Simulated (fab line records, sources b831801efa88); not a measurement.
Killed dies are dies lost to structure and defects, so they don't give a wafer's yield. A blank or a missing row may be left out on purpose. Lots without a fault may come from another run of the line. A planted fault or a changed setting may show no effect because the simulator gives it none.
fab line records | flow sky130
record lots=13 wafers=39 last_day=50
route steps=708 shown FIELD_ISO@5 DNWELL@44 PWDE@55 NWELL@71 PAD_OPEN@708
lots that met no fault: from a run of the same line without faults
start_h: hours from the record's first day to the start of the lot's first wafer shown | wait_h: hours since the lot's step before | " the same as in the row above | L1.1+2: a row that stands for several wafers | - no value, or no start given | * or withheld: withheld | < > ~ a bound
route shown NAME@n: a module of which the file shows steps, and the number in the route of the first | usual: mean/standard deviation of fault-free wafers | same: alike in all rows | chamber/n: place in a boat | sites: the reading at each site | _std_site: their standard deviation | _edge_site: outer sites' mean less inner sites' | radius_mm: how far each site lies from the wafer's centre | mask NAME#n: copy n | behind: the tool/chamber that last shaped the wafer | hold: why the lot was held/for how many hours/how that ended | device: the transistor (n, p or np) that didn't switch | end of line: the same wafers' tests at the end of the route | a step without rows: its recipe alone | killed: dies lost to structure and defects at the first sort, not the wafer's yield | map: a wafer's dies, x killed, . not, _ none there
set.NAME: the setting as run; set.NAME@STEP: as run at that earlier step | model.NAME: the simulator's own value behind a step, which no gauge read
steps of the route over a sample of lots; a table a step, a row a wafer
services: from which hour (start_h, from the record's first day; less than 0 if before it) a tool's chamber was out of use, for how many hours, and why
## steps
# step SKY_FIELD_ISO_THK_MEAS_04
# recipe reads=Si3N4_of_FIELD_ISO_CVD_03
# usual FIELD_ISO_CVD_03_THK=174.8/1.6
# columns lot.wafer tool chamber start_h wait_h FIELD_ISO_CVD_03_THK[nm]
L673.2 film_metro-02 - 13.49 0.0 173.9
L673.3 " - " " 172.7
L673.4 " - " " 174.2
L674.2 film_metro-02 - 19.43 0.0 176.1
L674.3 " - " " 174.9
L674.6 " - " " 175.2
L678.1 film_metro-03 - 38.48 0.0 171.8
L678.5 " - " " 173.6
L678.6 " - " " 173.0
L681.1 film_metro-03 - 54.74 0.0 176.9
L681.4 " - " " 175.7
L681.6 " - " " 174.2
L683.2 film_metro-03 - 63.49 0.0 172.1
L683.3 " - " " 173.2
L683.6 " - " " 173.2
L687.1 film_metro-02 - 83.94 0.0 177.4
L687.4 " - " " 177.9
L687.6 " - " " 178.1
L688.2 film_metro-02 - 92.68 0.0 173.5
L688.5 " - " " 173.1
L688.6 " - " " 173.6
L689.1 film_metro-02 - 94.58 0.0 177.2
L689.2 " - " " 175.2
L689.6 " - " " 176.0
L691.1 film_metro-01 - 106.99 0.0 173.5
L691.2 " - " " 174.4
L691.6 " - " " 174.4
L693.1 film_metro-02 - 117.04 0.0 174.9
L693.2 " - " " 176.9
L693.4 " - " " 175.5
L694.3 film_metro-03 - 118.99 0.0 173.9
L694.5 " - " " 174.3
L694.6 " - " " 172.0
L695.3 film_metro-03 - 125.24 0.0 173.4
L695.4 " - " " 173.1
L695.5 " - " " 173.1
L696.2 film_metro-01 - 129.24 0.0 174.4
L696.3 " - " " 174.0
L696.4 " - " " 171.3
# step SKY_DNWELL_TW_MEAS_09
# usual DNWELL_TW=1115/6.5
# columns lot.wafer tool chamber start_h wait_h DNWELL_TW
L673.2 film_metro-03 - 48.63 0.1 1119
L673.3 " - " " 1117
L673.4 " - " " 1117
L674.2 film_metro-01 - 56.39 0.1 1107
L674.3 " - " " 1102
L674.6 " - " " 1111
L678.1 film_metro-01 - 78.52 0.1 1123
L678.5 " - " " 1118
L678.6 " - " " 1119
L681.1 film_metro-04 - 93.86 0.1 1112
L681.4 " - " " 1112
L681.6 " - " " 1116
L683.2 film_metro-04 - 106.42 0.1 1112
L683.3 " - " " 1106
L683.6 " - " " 1113
L687.1 film_metro-01 - 130.35 0.1 1126
L687.4 " - " " 1123
L687.6 " - " " 1126
L688.2 film_metro-01 - 136.87 0.1 1117
L688.5 " - " " 1118
L688.6 " - " " 1119
L689.1 film_metro-03 - 137.37 0.1 1108
L689.2 " - " " 1111
L689.6 " - " " 1111
L691.1 film_metro-01 - 150.27 0.1 1111
L691.2 " - " " 1107
L691.6 " - " " 1112
L693.1 film_metro-04 - 163.47 0.1 1098
L693.2 " - " " 1106
L693.4 " - " " 1099
L694.3 film_metro-03 - 166.48 0.1 1117
L694.5 " - " " 1111
L694.6 " - " " 1119
L695.3 film_metro-03 - 175.84 0.1 1115
L695.4 " - " " 1111
L695.5 " - " " 1106
L696.2 film_metro-01 - 178.13 0.1 1118
L696.3 " - " " 1122
L696.4 " - " " 1120
# step SKY_PWDE_TW_MEAS_10
# usual PWDE_TW=374.4/1.8
# columns lot.wafer tool chamber start_h wait_h PWDE_TW
L673.2 film_metro-03 - 63.66 0.1 377.0
L673.3 " - " " 374.1
L673.4 " - " " 374.0
L674.2 film_metro-01 - 71.81 0.1 374.1
L674.3 " - " " 372.2
L674.6 " - " " 375.3
L678.1 film_metro-01 - 95.55 0.1 376.4
L678.5 " - " " 376.1
L678.6 " - " " 375.2
L681.1 film_metro-04 - 111.35 0.1 376.5
L681.4 " - " " 376.1
L681.6 " - " " 374.8
L683.2 film_metro-04 - 124.31 0.1 374.4
L683.3 " - " " 374.7
L683.6 " - " " 370.8
L687.1 film_metro-04 - 148.95 0.1 372.7
L687.4 " - " " 372.9
L687.6 " - " " 373.0
L688.2 film_metro-01 - 156.36 0.1 372.2
L688.5 " - " " 373.8
L688.6 " - " " 373.0
L689.1 film_metro-04 - 156.70 0.1 371.8
L689.2 " - " " 372.4
L689.6 " - " " 373.1
L691.1 film_metro-03 - 170.80 0.1 372.5
L691.2 " - " " 373.3
L691.6 " - " " 372.5
L693.1 film_metro-04 - 184.00 0.1 374.6
L693.2 " - " " 375.7
L693.4 " - " " 376.5
L694.3 film_metro-03 - 186.72 0.1 372.1
L694.5 " - " " 373.0
L694.6 " - " " 373.1
L695.3 film_metro-01 - 196.72 0.1 374.7
L695.4 " - " " 375.5
L695.5 " - " " 375.3
L696.2 film_metro-03 - 199.11 0.1 372.2
L696.3 " - " " 373.4
L696.4 " - " " 373.4
# step SKY_NWELL_COAT_18
# recipe spin_rpm=2000 resist_thk_nm=3000
# columns lot.wafer tool chamber start_h wait_h
L673.2+3+4 litho_track-02 0 87.89 0.1
L674.2+3+6 litho_track-01 0 98.14 0.1
L678.1+5+6 litho_track-04 0 121.62 0.1
L681.1+4+6 litho_track-02 0 139.46 0.1
L683.2+3+6 litho_track-02 0 153.74 0.1
L687.1+4+6 litho_track-04 0 177.97 0.1
L688.2+5+6 litho_track-04 0 186.90 0.1
L689.1+2+6 litho_track-04 0 187.52 0.1
L691.1+2+6 litho_track-04 0 200.52 0.1
L693.1+2+4 litho_track-04 0 214.07 0.1
L694.3+5+6 litho_track-04 0 218.47 0.1
L695.3+4+5 litho_track-02 0 228.46 0.1
L696.2+3+4 litho_track-04 0 231.45 0.1
# step SKY_NWELL_STRIP_25
# recipe chemistry=O2/N2 power_w=1400 pressure_mtorr=1500 platen_temp_c=withheld o2_flow_sccm=3000 n2_flow_sccm=300 overash_fraction=0.5
# usual drypump_motor_current_A=6.0/0.42 oes_product_au=0.722/0.0045 strip_time_to_endpoint_s=36.89/0.091
# same overash_fraction=0.5
# columns lot.wafer tool chamber start_h wait_h drypump_motor_current_A oes_product_au rf_hours_counter_h strip_time_to_endpoint_s
L673.2 plasma_asher-04 0 96.60 0.1 5.7 0.721 30 36.86
L673.3 " 0 " " 5.7 0.723 - 36.93
L673.4 " 1 " " 6.4 0.722 - 36.93
L674.2 plasma_asher-03 0 107.06 0.1 6.2 0.725 41 36.72
L674.3 " 1 " " 6.2 0.725 - 36.69
L674.6 " 1 " " 6.2 0.722 - 36.75
L678.1 plasma_asher-03 0 131.30 0.1 6.2 0.716 44 36.98
L678.5 " 1 " " 6.2 0.715 - 36.78
L678.6 " 0 " " 6.2 0.718 - 36.96
L681.1 plasma_asher-01 1 149.85 0.1 4.9 0.720 3 16.96
L681.4 " 0 " " 5.8 0.716 - 16.97
L681.6 " 0 " " 5.8 0.718 - 16.90
L683.2 plasma_asher-01 0 163.75 0.1 5.8 0.718 4 16.95
L683.3 " 1 " " 4.9 0.718 - 16.97
L683.6 " 1 " " 4.9 0.709 - 16.89
L687.1 plasma_asher-01 0 188.80 0.1 5.8 0.722 7 36.88
L687.4 " 0 " " 5.8 0.727 - 36.98
L687.6 " 1 " " 4.9 0.727 - 36.99
L688.2 plasma_asher-04 0 198.15 0.1 5.8 0.722 40 36.87
L688.5 " 0 " " 5.8 0.726 - 36.93
L688.6 " 1 " " 6.4 0.720 - 36.83
L689.1 plasma_asher-04 0 198.80 0.1 5.8 0.718 40 36.90
L689.2 " 1 " " 6.3 0.722 40 36.92
L689.6 " 0 " " 5.7 0.712 - 36.85
L691.1 plasma_asher-03 1 210.90 0.1 6.2 0.725 52 36.78
L691.2 " 0 " " 6.2 0.718 52 36.81
L691.6 " 1 " " 6.2 0.729 - 36.85
L693.1 plasma_asher-03 1 225.85 0.1 6.2 0.722 54 36.96
L693.2 " 0 " " 6.2 0.717 54 36.92
L693.4 " 1 " " 6.2 0.723 - 36.84
L694.3 plasma_asher-03 1 229.63 0.1 6.2 0.729 - 36.94
L694.5 " 0 " " 6.2 0.724 - 37.03
L694.6 " 1 " " 6.2 0.724 - 37.10
L695.3 plasma_asher-03 0 240.43 0.1 6.2 0.721 - 36.73
L695.4 " 1 " " 6.2 0.727 - 36.72
L695.5 " 1 " " 6.2 0.717 - 36.72
L696.2 plasma_asher-04 0 243.25 0.1 5.8 0.723 44 36.85
L696.3 " 0 " " 5.7 0.727 - 36.96
L696.4 " 1 " " 6.4 0.724 - 36.90
# step SKY_PAD_OPEN_PROBE_99
# usual killed_at_M0_to_M3=43/7 killed_at_M4_up=3.0/1.9 killed_at_contacts=24/4.6 killed_at_front_end=15/4.1 killed_at_other=0.3/0.52 killed_dies=84/9.7 killed_open=46/6.9 killed_short=38/6.8
# same gross_dies=492 killed_at_back_side=0
# columns lot.wafer tool chamber start_h wait_h killed_at_M0_to_M3 killed_at_M4_up killed_at_contacts killed_at_front_end killed_at_other killed_dies killed_open killed_short
L683.2 prober-01 - 1133.83 0.1 43 4 37 15 1 100 55 44
L683.3 prober-01 - 1133.88 0.2 46 5 20 18 0 89 51 37
# killed by level:class
L683.2 VIA2:geometric_particle:open=14 CONTACT:geometric_particle:open=12 LOCAL_INTERCONNECT:geometric_particle:short=7 LI_CONTACT:geometric_particle:open=7 CONTACT:geometric_particle:short=7 FIELD_ISO:geometric_particle:open=6 METAL1:geometric_particle:short=6 VIA1:geometric_particle:short=5
L683.3 METAL2:geometric_particle:short=10 VIA2:geometric_particle:open=10 CONTACT:geometric_particle:open=9 LI_CONTACT:geometric_particle:open=7 VIA3:geometric_particle:open=6 POLY_GATE:geometric_particle:open=5 POLY_GATE:geometric_particle:short=4 VIA1:geometric_particle:open=4
## services
# columns tool chamber start_h hours kind
plasma_asher-01 - 70.85 14.4 pm
plasma_asher-04 - 79.13 2.8 pm
plasma_asher-01 - 108.83 9.0 pm
plasma_asher-01 0 108.83 9.0 vent_cycle
plasma_asher-01 1 108.83 9.0 vent_cycle
plasma_asher-01 0 117.83 - clean
plasma_asher-01 1 117.83 - clean
plasma_asher-01 - 151.88 0.8 repair
plasma_asher-04 - 225.61 1.2 repair
## key
first_sign step=SKY_NWELL_STRIP_25 reading=strip_time_to_endpoint_s direction=down sigmas=99+ usual=* struck=*
effect none on later readings
met_at SKY_NWELL_COAT_18
struck_lots L681,L683
tester_left_out L681,L683
not_acting_at SKY_FIELD_ISO_THK_MEAS_04,SKY_DNWELL_TW_MEAS_09,SKY_PWDE_TW_MEAS_10
onset_between 87.89 139.46
fault kind=process_parameter_drift tool=litho_track-02 chamber=- onset_h=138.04 steps=SKY_NWELL_COAT_18 channel=resist_thk_nm offset=-1709.1 shape=step end_h=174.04 acts_in=these_recipes_only stated=3000
# tester_left_out: of these lots the tester's yield and bins aren't shown, on N5 and GAA mostly nor the transistor test; their killed dies are dies lost to structure and defects alone, not to doping, threshold or leakage, so they don't give the yield
